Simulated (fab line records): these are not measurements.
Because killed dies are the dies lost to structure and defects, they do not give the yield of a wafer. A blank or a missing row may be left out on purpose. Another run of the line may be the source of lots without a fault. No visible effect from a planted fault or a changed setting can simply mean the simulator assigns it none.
fab line records    flow gf180mcu
record lots=24  wafers=72  last-day=34
route steps=602 shown V2@385 MIM@505 V5@554 TOP_METAL@569
lots that met no fault: from a run of the same line without faults
start-h: the number of hours between the record's first day and the start of the first shown wafer of the lot    wait-h: hours since the lot's step before    " repeats the value in the row above    L1.1+2: several wafers, shown together as one row    - either no value or no given start    * or withheld: withheld    < > ~ a bound
route shown NAME@n: a module of which the file shows steps, and the number in the route of the first    usual: mean/standard deviation taken from wafers without a fault    same: alike in all rows    chamber/n: place in a boat    sites: the reading at each site    _std_site: the values' standard deviation    _edge_site: inner sites' mean taken away from outer sites' mean    radius-mm: how far each site lies from the wafer's centre    mask NAME#n: copy n    behind: the last tool/chamber to shape the wafer    hold: why the lot was held/for how many hours/how that ended    device: names the non-switching transistor (n, p or np)    end of line: the route-end tests of the same wafers    step lacking rows: just its recipe    killed: dies that structure and defects cost at the first sort, which is not the same as the wafer's yield    map: the dies of a wafer, with x for killed, . for not killed, _ for no die there
set.NAME: the setting as run; set.NAME@STEP: as run at that earlier step    model.NAME: the simulator's own value behind a step, which no gauge read
route steps across a sampled set of lots; one table per step, one row per wafer
services: from which hour (start-h, from the record's first day; less than 0 if before it) a tool's chamber was out of use, for how many hours, and why
## steps
# step GF_V2_THK_MEAS_03
# recipe reads=SiO2_of_V2_CVD_02
# usual V2_CVD_02_THK=850/11
lot.wafer  tool           chamber  start-h  wait-h  V2_CVD_02_THK[nm]
L074.3     film-metro-04  -        439.63   0.1     849
L074.5     "              -        "        "       855
L074.6     "              -        "        "       858
L075.2     film-metro-01  -        452.45   0.0     842
L075.3     "              -        "        "       847
L075.4     "              -        "        "       852
L076.3     film-metro-01  -        465.62   0.1     847
L076.4     "              -        "        "       864
L076.5     "              -        "        "       848
L077.2     film-metro-04  -        474.86   0.0     851
L077.3     "              -        "        "       844
L077.6     "              -        "        "       883
L078.2     film-metro-01  -        482.35   0.0     857
L078.5     "              -        "        "       869
L078.6     "              -        "        "       887
L079.1     film-metro-04  -        496.19   0.0     834
L079.3     "              -        "        "       838
L079.4     "              -        "        "       847
L080.1     film-metro-01  -        517.11   0.0     835
L080.3     "              -        "        "       856
L080.4     "              -        "        "       862
L081.1     film-metro-01  -        519.23   0.0     840
L081.3     "              -        "        "       861
L081.6     "              -        "        "       856
L082.3     film-metro-01  -        519.47   0.1     838
L082.4     "              -        "        "       851
L082.5     "              -        "        "       844
L083.2     film-metro-01  -        535.02   0.0     827
L083.4     "              -        "        "       845
L083.6     "              -        "        "       837
L084.2     film-metro-04  -        544.43   0.0     834
L084.3     "              -        "        "       846
L084.6     "              -        "        "       859
L085.4     film-metro-01  -        546.44   0.0     846
L085.5     "              -        "        "       853
L085.6     "              -        "        "       847
L086.2     film-metro-04  -        552.17   0.0     844
L086.4     "              -        "        "       861
L086.5     "              -        "        "       848
L087.1     film-metro-04  -        558.60   0.0     843
L087.2     "              -        "        "       842
L087.3     "              -        "        "       842
L088.1     film-metro-04  -        569.36   0.0     845
L088.3     "              -        "        "       843
L088.5     "              -        "        "       865
L089.2     film-metro-04  -        577.71   0.0     842
L089.5     "              -        "        "       846
L089.6     "              -        "        "       855
L090.1     film-metro-01  -        583.96   0.0     837
L090.4     "              -        "        "       858
L090.6     "              -        "        "       851
L091.1     film-metro-01  -        589.73   0.0     825
L091.2     "              -        "        "       841
L091.4     "              -        "        "       836
L092.2     film-metro-04  -        598.63   0.0     850
L092.3     "              -        "        "       841
L092.5     "              -        "        "       864
L093.2     film-metro-03  -        601.75   0.1     841
L093.5     "              -        "        "       845
L093.6     "              -        "        "       857
L094.2     film-metro-04  -        612.20   0.0     831
L094.4     "              -        "        "       839
L094.5     "              -        "        "       850
L095.1     film-metro-04  -        620.28   0.0     854
L095.2     "              -        "        "       834
L095.3     "              -        "        "       859
L096.1     film-metro-04  -        626.88   0.0     863
L096.2     "              -        "        "       842
L096.3     "              -        "        "       820
L097.1     film-metro-04  -        630.82   0.1     832
L097.4     "              -        "        "       845
L097.6     "              -        "        "       863
# step GF_MIM_SPUTTER_02
# recipe material=AlCu  target-thk-nm=450  power-w=10600  time-s=23.9  chamber-pressure-pa=0.4
# usual throttle-valve-pct=30.4/0.96
lot.wafer  tool            chamber  start-h  wait-h  throttle-valve-pct
L074.3     pvd-sputter-03  -        566.72   0.0     28.9
L074.5     "               -        "        "       31.3
L074.6     "               -        "        "       30.7
L075.2     pvd-sputter-01  -        576.19   0.0     30.2
L075.3     "               -        "        "       33.4
L075.4     "               -        "        "       30.2
L076.3     pvd-sputter-03  -        587.97   0.0     30.4
L076.4     "               -        "        "       28.9
L076.5     "               -        "        "       31.5
L077.2     pvd-sputter-04  -        598.16   0.0     30.3
L077.3     "               -        "        "       30.1
L077.6     "               -        "        "       30.2
L078.2     pvd-sputter-04  -        602.68   0.0     29.8
L078.5     "               -        "        "       30.2
L078.6     "               -        "        "       30.1
L079.1     pvd-sputter-03  -        615.31   0.0     31.1
L079.3     "               -        "        "       30.7
L079.4     "               -        "        "       29.9
L080.1     pvd-sputter-01  -        634.72   0.0     30.9
L080.3     "               -        "        "       33.3
L080.4     "               -        "        "       30.6
L081.1     pvd-sputter-01  -        635.74   0.0     30.3
L081.3     "               -        "        "       33.1
L081.6     "               -        "        "       30.4
L082.3     pvd-sputter-03  -        636.96   0.0     30.5
L082.4     "               -        "        "       31.3
L082.5     "               -        "        "       30.0
L083.2     pvd-sputter-03  -        650.75   0.0     31.2
L083.4     "               -        "        "       30.2
L083.6     "               -        "        "       29.8
L084.2     pvd-sputter-01  -        656.97   0.0     30.0
L084.3     "               -        "        "       30.3
L084.6     "               -        "        "       30.4
L085.4     pvd-sputter-03  -        660.29   0.0     30.0
L085.5     "               -        "        "       30.2
L085.6     "               -        "        "       30.4
L086.2     pvd-sputter-04  -        665.23   0.0     30.3
L086.4     "               -        "        "       30.0
L086.5     "               -        "        "       30.0
L087.1     pvd-sputter-03  -        669.26   0.0     28.9
L087.2     "               -        "        "       31.3
L087.3     "               -        "        "       30.1
L088.1     pvd-sputter-01  -        679.62   0.0     30.0
L088.3     "               -        "        "       30.6
L088.5     "               -        "        "       30.4
L089.2     pvd-sputter-03  -        687.35   0.0     29.0
L089.5     "               -        "        "       30.4
L089.6     "               -        "        "       30.0
L090.1     pvd-sputter-01  -        693.38   0.0     30.3
L090.4     "               -        "        "       30.7
L090.6     "               -        "        "       33.3
L091.1     pvd-sputter-03  -        698.10   0.0     30.0
L091.2     "               -        "        "       28.9
L091.4     "               -        "        "       30.4
L092.2     pvd-sputter-04  -        705.70   0.0     30.3
L092.3     "               -        "        "       29.7
L092.5     "               -        "        "       30.2
L093.2     pvd-sputter-01  -        711.09   0.0     30.2
L093.5     "               -        "        "       30.2
L093.6     "               -        "        "       30.0
L094.2     pvd-sputter-03  -        717.15   0.0     30.6
L094.4     "               -        "        "       28.9
L094.5     "               -        "        "       30.4
L095.1     pvd-sputter-04  -        725.46   0.0     29.9
L095.2     "               -        "        "       29.9
L095.3     "               -        "        "       30.1
L096.1     pvd-sputter-01  -        730.60   0.0     30.5
L096.2     "               -        "        "       33.0
L096.3     "               -        "        "       30.3
L097.1     pvd-sputter-03  -        733.38   0.0     29.0
L097.4     "               -        "        "       30.2
L097.6     "               -        "        "       30.3
# step GF_V5_CD_MEAS_14
# recipe target-cd-nm=260
# usual cd-nm=260.3/1.2
lot.wafer  tool       chamber  start-h  wait-h  cd-nm
L074.3     cd-sem-01  -        631.57   0.1     261.2
L074.5     "          -        "        "       260.0
L074.6     "          -        "        "       259.4
L075.2     cd-sem-01  -        641.15   0.1     261.0
L075.3     "          -        "        "       258.0
L075.4     "          -        "        "       260.0
L076.3     cd-sem-01  -        652.37   0.1     259.0
L076.4     "          -        "        "       258.8
L076.5     "          -        "        "       259.9
L077.2     cd-sem-01  -        661.20   0.1     260.5
L077.3     "          -        "        "       259.6
L077.6     "          -        "        "       259.6
L078.2     cd-sem-02  -        665.50   0.1     259.6
L078.5     "          -        "        "       258.9
L078.6     "          -        "        "       259.1
L079.1     cd-sem-01  -        676.88   0.1     260.2
L079.3     "          -        "        "       261.3
L079.4     "          -        "        "       261.1
L080.1     cd-sem-02  -        693.48   0.1     262.4
L080.3     "          -        "        "       262.3
L080.4     "          -        "        "       261.3
L081.1     cd-sem-02  -        696.63   0.1     261.1
L081.3     "          -        "        "       259.7
L081.6     "          -        "        "       261.2
L082.3     cd-sem-01  -        697.02   0.1     259.0
L082.4     "          -        "        "       259.7
L082.5     "          -        "        "       259.3
L083.2     cd-sem-01  -        710.35   0.1     262.0
L083.4     "          -        "        "       262.2
L083.6     "          -        "        "       260.6
L084.2     cd-sem-02  -        715.80   0.1     260.2
L084.3     "          -        "        "       260.8
L084.6     "          -        "        "       261.0
L085.4     cd-sem-01  -        718.50   0.1     261.7
L085.5     "          -        "        "       261.5
L085.6     "          -        "        "       261.5
L086.2     cd-sem-02  -        722.20   0.1     259.3
L086.4     "          -        "        "       260.5
L086.5     "          -        "        "       259.7
L087.1     cd-sem-02  -        726.16   0.2     259.2
L087.2     "          -        "        "       259.0
L087.3     "          -        "        "       260.2
L088.1     cd-sem-01  -        736.44   0.1     259.1
L088.3     "          -        "        "       259.5
L088.5     "          -        "        "       260.0
L089.2     cd-sem-02  -        744.76   0.1     261.8
L089.5     "          -        "        "       261.5
L089.6     "          -        "        "       262.8
L090.1     cd-sem-01  -        750.23   0.1     261.2
L090.4     "          -        "        "       259.3
L090.6     "          -        "        "       258.8
L091.1     cd-sem-02  -        753.23   0.1     260.6
L091.2     "          -        "        "       261.2
L091.4     "          -        "        "       260.8
L092.2     cd-sem-01  -        761.41   0.1     260.0
L092.3     "          -        "        "       261.2
L092.5     "          -        "        "       259.9
L093.2     cd-sem-01  -        765.31   0.1     258.8
L093.5     "          -        "        "       258.4
L093.6     "          -        "        "       257.3
L094.2     cd-sem-02  -        769.60   0.1     261.4
L094.4     "          -        "        "       262.3
L094.5     "          -        "        "       262.4
L095.1     cd-sem-01  -        777.58   0.1     259.4
L095.2     "          -        "        "       260.4
L095.3     "          -        "        "       259.8
L096.1     cd-sem-01  -        782.83   0.1     260.2
L096.2     "          -        "        "       262.1
L096.3     "          -        "        "       261.4
L097.1     cd-sem-01  -        785.28   0.1     259.3
L097.4     "          -        "        "       258.8
L097.6     "          -        "        "       260.8
# step GF_V5_ETCH_16
# recipe chemistry=N2/H2  target-depth-a=withheld  overetch-a=withheld  time-s=withheld  target=BARC  ion-energy-ev=200  source-w=500  bias-w=100  pressure-mtorr=30  n2-flow-sccm=100  h2-flow-sccm=200
# usual bias-w=100.00/0.29  drypump-motor-current-A=5.7/0.35  oes-product-au=0.855/0.0048  rf-fwd-power-W=494.8/2.4  throttle-valve-pct=13.225/0.009
lot.wafer  tool         chamber  start-h  wait-h  bias-w  drypump-motor-current-A  oes-product-au  rf-fwd-power-W  throttle-valve-pct
L074.3     rie-diel-03  2        631.68   0.0     100.40  5.8                      0.855           496.3           13.222
L074.5     "            3        "        "       99.64   6.4                      0.855           493.0           13.227
L074.6     "            2        "        "       100.12  5.8                      0.855           495.3           13.240
L075.2     rie-diel-01  0        641.28   0.0     100.04  5.3                      0.860           492.0           13.221
L075.3     "            1        "        "       99.37   5.7                      0.857           493.0           13.223
L075.4     "            2        "        "       99.99   5.5                      0.863           496.6           13.217
L076.3     rie-diel-01  0        652.49   0.0     99.79   5.3                      0.849           492.3           13.223
L076.4     "            2        "        "       99.98   5.5                      0.858           494.3           13.218
L076.5     "            0        "        "       99.93   5.3                      0.854           491.9           13.215
L077.2     rie-diel-01  2        661.33   0.0     100.07  5.5                      0.853           494.7           13.237
L077.3     "            0        "        "       100.57  5.2                      0.851           491.2           13.236
L077.6     "            1        "        "       99.46   5.8                      0.859           493.7           13.227
L078.2     rie-diel-03  2        665.64   0.0     99.86   5.8                      0.864           493.4           13.227
L078.5     "            3        "        "       100.46  6.4                      0.853           495.0           13.205
L078.6     "            0        "        "       99.89   5.4                      0.859           498.4           13.225
L079.1     rie-diel-03  3        677.03   0.0     99.89   6.4                      0.859           493.2           13.237
L079.3     "            0        "        "       100.22  5.4                      0.861           497.2           13.233
L079.4     "            2        "        "       100.34  5.7                      0.858           495.4           13.237
L080.1     rie-diel-01  0        693.63   0.0     99.74   5.3                      0.856           491.3           13.227
L080.3     "            2        "        "       100.22  5.6                      0.859           498.3           13.224
L080.4     "            3        "        "       99.81   5.8                      0.853           496.5           13.213
L081.1     rie-diel-02  1        696.78   0.0     100.53  5.7                      0.858           497.0           13.235
L081.3     "            0        "        "       99.38   5.7                      0.853           499.5           13.239
L081.6     "            3        "        "       99.89   5.7                      0.848           496.1           13.239
L082.3     rie-diel-01  3        697.13   0.0     100.17  5.7                      0.863           494.2           13.214
L082.4     "            2        "        "       100.20  5.5                      0.863           495.5           13.220
L082.5     "            1        "        "       100.26  5.8                      0.849           496.0           13.223
L083.2     rie-diel-02  3        710.48   0.0     99.82   5.7                      0.853           496.1           13.230
L083.4     "            2        "        "       100.25  4.8                      0.854           494.0           13.207
L083.6     "            0        "        "       99.69   5.7                      0.854           495.1           13.229
L084.2     rie-diel-03  3        715.94   0.0     99.66   6.4                      0.854           497.4           13.240
L084.3     "            2        "        "       100.29  5.8                      0.848           495.2           13.235
L084.6     "            3        "        "       99.94   6.4                      0.851           493.9           13.226
L085.4     rie-diel-03  3        718.60   0.0     100.06  6.4                      0.855           494.7           13.227
L085.5     "            0        "        "       99.58   5.4                      0.857           493.7           13.210
L085.6     "            1        "        "       100.12  5.6                      0.845           492.6           13.222
L086.2     rie-diel-03  2        722.33   0.0     99.57   5.8                      0.862           495.6           13.237
L086.4     "            3        "        "       99.76   6.4                      0.856           496.5           13.222
L086.5     "            0        "        "       99.43   5.4                      0.850           496.7           13.252
L087.1     rie-diel-02  2        726.32   0.0     99.52   4.8                      0.853           491.5           13.234
L087.2     "            0        "        "       100.00  5.7                      0.859           494.9           13.217
L087.3     "            3        "        "       100.00  5.7                      0.851           497.6           13.226
L088.1     rie-diel-01  1        736.60   0.0     100.10  5.7                      0.855           495.0           13.226
L088.3     "            0        "        "       99.89   5.3                      0.841           491.4           13.209
L088.5     "            0        "        "       100.32  5.2                      0.856           491.9           13.226
L089.2     rie-diel-01  3        744.90   0.0     100.45  5.7                      0.852           496.9           13.226
L089.5     "            3        "        "       100.12  5.7                      0.850           496.8           13.240
L089.6     "            0        "        "       100.37  5.3                      0.851           491.8           13.227
L090.1     rie-diel-02  1        750.38   0.0     100.07  5.7                      0.847           494.8           13.218
L090.4     "            3        "        "       99.40   5.8                      0.843           497.2           13.221
L090.6     "            0        "        "       100.18  5.8                      0.849           497.7           13.222
L091.1     rie-diel-02  0        753.39   0.0     99.77   5.8                      0.856           498.0           13.218
L091.2     "            3        "        "       99.96   5.7                      0.850           498.7           13.242
L091.4     "            2        "        "       100.35  4.9                      0.860           491.6           13.224
L092.2     rie-diel-02  0        761.55   0.0     99.98   5.7                      0.859           496.6           13.237
L092.3     "            1        "        "       100.20  5.7                      0.856           494.4           13.215
L092.5     "            3        "        "       99.74   5.7                      0.854           497.9           13.222
L093.2     rie-diel-03  3        765.45   0.0     100.14  6.4                      0.857           497.7           13.216
L093.5     "            3        "        "       100.54  6.4                      0.863           494.3           13.224
L093.6     "            2        "        "       99.93   5.7                      0.851           495.7           13.248
L094.2     rie-diel-01  2        769.73   0.0     100.50  5.6                      0.849           493.5           13.224
L094.4     "            1        "        "       100.25  5.8                      0.856           495.7           13.225
L094.5     "            3        "        "       99.55   5.7                      0.857           495.9           13.223
L095.1     rie-diel-03  3        777.74   0.0     100.18  6.4                      0.856           495.4           13.232
L095.2     "            0        "        "       99.52   5.4                      0.857           493.5           13.217
L095.3     "            2        "        "       100.22  5.8                      0.858           497.7           13.210
L096.1     rie-diel-01  1        782.99   0.0     100.36  5.8                      0.852           493.1           13.235
L096.2     "            2        "        "       99.94   5.5                      0.855           494.4           13.228
L096.3     "            0        "        "       100.03  5.3                      0.856           490.5           13.230
L097.1     rie-diel-03  1        785.44   0.0     100.17  5.6                      0.856           490.7           13.222
L097.4     "            2        "        "       99.96   5.8                      0.850           494.1           13.215
L097.6     "            1        "        "       99.62   5.6                      0.854           488.2           13.232
# step GF_TOP_METAL_SPUTTER_02
# recipe material=AlCu  target-thk-nm=900  power-w=10600  chamber-pressure-pa=0.3  substrate-temp-c=250  gas=Ar  time-s=47.82
# usual throttle-valve-pct=30.0/0.73
lot.wafer  tool            chamber  start-h  wait-h  throttle-valve-pct
L074.3     pvd-sputter-04  -        633.20   0.0     30.2
L074.5     "               -        "        "       30.2
L074.6     "               -        "        "       29.9
L075.2     pvd-sputter-03  -        642.79   0.0     31.3
L075.3     "               -        "        "       30.4
L075.4     "               -        "        "       29.8
L076.3     pvd-sputter-02  -        654.00   0.0     29.7
L076.4     "               -        "        "       30.8
L076.5     "               -        "        "       28.5
L077.2     pvd-sputter-03  -        663.23   0.0     29.8
L077.3     "               -        "        "       30.3
L077.6     "               -        "        "       31.4
L078.2     pvd-sputter-03  -        667.55   0.0     30.0
L078.5     "               -        "        "       28.8
L078.6     "               -        "        "       31.4
L079.1     pvd-sputter-03  -        678.54   0.0     30.5
L079.3     "               -        "        "       30.1
L079.4     "               -        "        "       31.1
L080.1     pvd-sputter-04  -        695.17   0.0     29.9
L080.3     "               -        "        "       30.0
L080.4     "               -        "        "       29.7
L081.1     pvd-sputter-04  -        698.32   0.0     30.1
L081.3     "               -        "        "       30.2
L081.6     "               -        "        "       30.0
L082.3     pvd-sputter-03  -        698.65   0.0     28.8
L082.4     "               -        "        "       30.2
L082.5     "               -        "        "       29.8
L083.2     pvd-sputter-03  -        711.99   0.0     29.7
L083.4     "               -        "        "       31.3
L083.6     "               -        "        "       28.7
L084.2     pvd-sputter-04  -        717.49   0.0     29.9
L084.3     "               -        "        "       29.9
L084.6     "               -        "        "       29.9
L085.4     pvd-sputter-04  -        720.13   0.0     29.8
L085.5     "               -        "        "       29.9
L085.6     "               -        "        "       29.8
L086.2     pvd-sputter-04  -        723.84   0.0     29.8
L086.4     "               -        "        "       30.5
L086.5     "               -        "        "       29.9
L087.1     pvd-sputter-03  -        727.84   0.0     31.4
L087.2     "               -        "        "       29.0
L087.3     "               -        "        "       29.8
L088.1     pvd-sputter-04  -        738.11   0.0     30.1
L088.3     "               -        "        "       29.4
L088.5     "               -        "        "       30.1
L089.2     pvd-sputter-03  -        747.02   0.0     29.1
L089.5     "               -        "        "       30.5
L089.6     "               -        "        "       31.2
L090.1     pvd-sputter-02  -        752.07   0.0     29.8
L090.4     "               -        "        "       31.0
L090.6     "               -        "        "       29.1
L091.1     pvd-sputter-02  -        755.65   0.0     29.1
L091.2     "               -        "        "       28.8
L091.4     "               -        "        "       30.9
L092.2     pvd-sputter-03  -        763.18   0.0     29.8
L092.3     "               -        "        "       30.5
L092.5     "               -        "        "       30.2
L093.2     pvd-sputter-03  -        767.30   0.0     31.2
L093.5     "               -        "        "       31.5
L093.6     "               -        "        "       30.2
L094.2     pvd-sputter-04  -        771.27   0.0     30.2
L094.4     "               -        "        "       30.3
L094.5     "               -        "        "       29.6
L095.1     pvd-sputter-04  -        779.29   0.0     30.1
L095.2     "               -        "        "       30.1
L095.3     "               -        "        "       30.2
L096.1     pvd-sputter-04  -        784.54   0.0     30.0
L096.2     "               -        "        "       29.9
L096.3     "               -        "        "       29.8
L097.1     pvd-sputter-02  -        786.99   0.0     29.2
L097.4     "               -        "        "       30.8
L097.6     "               -        "        "       28.8
# step GF_TOP_METAL_RS_MEAS_05
# recipe thk-meas-gauge=four-point-probe  reads=TiN_of_TOP_METAL_SPUTTER_04+Ti_of_TOP_METAL_SPUTTER_03+AlCu_of_TOP_METAL_SPUTTER_02+TiN_of_TOP_METAL_SPUTTER_01+Ti_of_TOP_METAL_SPUTTER_00
# usual TOP_METAL_ALCU_RS=0.0328/0.00043
lot.wafer  tool           chamber  start-h  wait-h  TOP_METAL_ALCU_RS[ohm/sq]
L074.3     film-metro-03  -        633.33   0.1     0.0331
L074.5     "              -        "        "       0.0335
L074.6     "              -        "        "       0.0329
L075.2     film-metro-03  -        642.90   0.0     0.0327
L075.3     "              -        "        "       0.0329
L075.4     "              -        "        "       0.0324
L076.3     film-metro-02  -        654.13   0.1     0.0330
L076.4     "              -        "        "       0.0329
L076.5     "              -        "        "       0.0331
L077.2     film-metro-02  -        663.39   0.1     0.0325
L077.3     "              -        "        "       0.0332
L077.6     "              -        "        "       0.0330
L078.2     film-metro-03  -        667.66   0.0     0.0322
L078.5     "              -        "        "       0.0320
L078.6     "              -        "        "       0.0325
L079.1     film-metro-02  -        678.63   0.0     0.0332
L079.3     "              -        "        "       0.0330
L079.4     "              -        "        "       0.0332
L080.1     film-metro-02  -        695.26   0.0     0.0332
L080.3     "              -        "        "       0.0328
L080.4     "              -        "        "       0.0330
L081.1     film-metro-01  -        698.41   0.0     0.0327
L081.3     "              -        "        "       0.0334
L081.6     "              -        "        "       0.0326
L082.3     film-metro-02  -        698.78   0.1     0.0323
L082.4     "              -        "        "       0.0324
L082.5     "              -        "        "       0.0326
L083.2     film-metro-03  -        712.10   0.0     0.0326
L083.4     "              -        "        "       0.0326
L083.6     "              -        "        "       0.0322
L084.2     film-metro-03  -        717.61   0.0     0.0325
L084.3     "              -        "        "       0.0324
L084.6     "              -        "        "       0.0327
L085.4     film-metro-02  -        720.29   0.1     0.0323
L085.5     "              -        "        "       0.0321
L085.6     "              -        "        "       0.0322
L086.2     film-metro-02  -        723.95   0.0     0.0328
L086.4     "              -        "        "       0.0334
L086.5     "              -        "        "       0.0331
L087.1     film-metro-01  -        727.93   0.0     0.0328
L087.2     "              -        "        "       0.0322
L087.3     "              -        "        "       0.0325
L088.1     film-metro-03  -        738.20   0.0     0.0334
L088.3     "              -        "        "       0.0328
L088.5     "              -        "        "       0.0330
L089.2     film-metro-03  -        747.17   0.1     0.0322
L089.5     "              -        "        "       0.0327
L089.6     "              -        "        "       0.0332
L090.1     film-metro-03  -        752.16   0.0     0.0333
L090.4     "              -        "        "       0.0332
L090.6     "              -        "        "       0.0333
L091.1     film-metro-02  -        755.74   0.0     0.0325
L091.2     "              -        "        "       0.0327
L091.4     "              -        "        "       0.0323
L092.2     film-metro-03  -        763.29   0.0     0.0323
L092.3     "              -        "        "       0.0323
L092.5     "              -        "        "       0.0324
L093.2     film-metro-02  -        767.41   0.0     0.0330
L093.5     "              -        "        "       0.0328
L093.6     "              -        "        "       0.0328
L094.2     film-metro-02  -        771.38   0.0     0.0320
L094.4     "              -        "        "       0.0327
L094.5     "              -        "        "       0.0322
L095.1     film-metro-03  -        779.38   0.0     0.0326
L095.2     "              -        "        "       0.0327
L095.3     "              -        "        "       0.0333
L096.1     film-metro-02  -        784.63   0.0     0.0330
L096.2     "              -        "        "       0.0330
L096.3     "              -        "        "       0.0329
L097.1     film-metro-02  -        787.08   0.0     0.0336
L097.4     "              -        "        "       0.0334
L097.6     "              -        "        "       0.0336
## services
tool            chamber  start-h  hours  kind
rie-diel-03     2        558.76   6.7    repair
rie-diel-02     -        571.68   1.0    repair
rie-diel-02     -        582.06   2.0    repair
rie-diel-02     -        584.53   0.4    repair
rie-diel-02     -        589.64   2.8    pm
rie-diel-01     1        595.49   2.9    repair
pvd-sputter-02  -        600.21   3.1    repair
rie-diel-01     1        613.26   2.4    repair
rie-diel-02     3        616.77   1.2    repair
rie-diel-02     2        617.64   9.3    repair
rie-diel-02     3        632.86   6.4    repair
rie-diel-03     2        635.24   3.0    repair
rie-diel-03     1        638.77   4.5    repair
rie-diel-02     -        671.18   14.6   pm
pvd-sputter-03  0        678.63   -      consumable-replace:kit
pvd-sputter-03  0        678.63   18.0   scheduled-down
pvd-sputter-02  -        678.66   1.8    repair
pvd-sputter-02  -        694.15   0.6    repair
pvd-sputter-04  -        727.57   3.2    repair
pvd-sputter-02  -        733.24   1.2    repair
pvd-sputter-03  -        742.57   0.6    repair
rie-diel-01     1        767.39   2.0    repair
rie-diel-01     3        773.96   9.6    repair
pvd-sputter-03  -        775.40   6.0    repair
## key
fault none
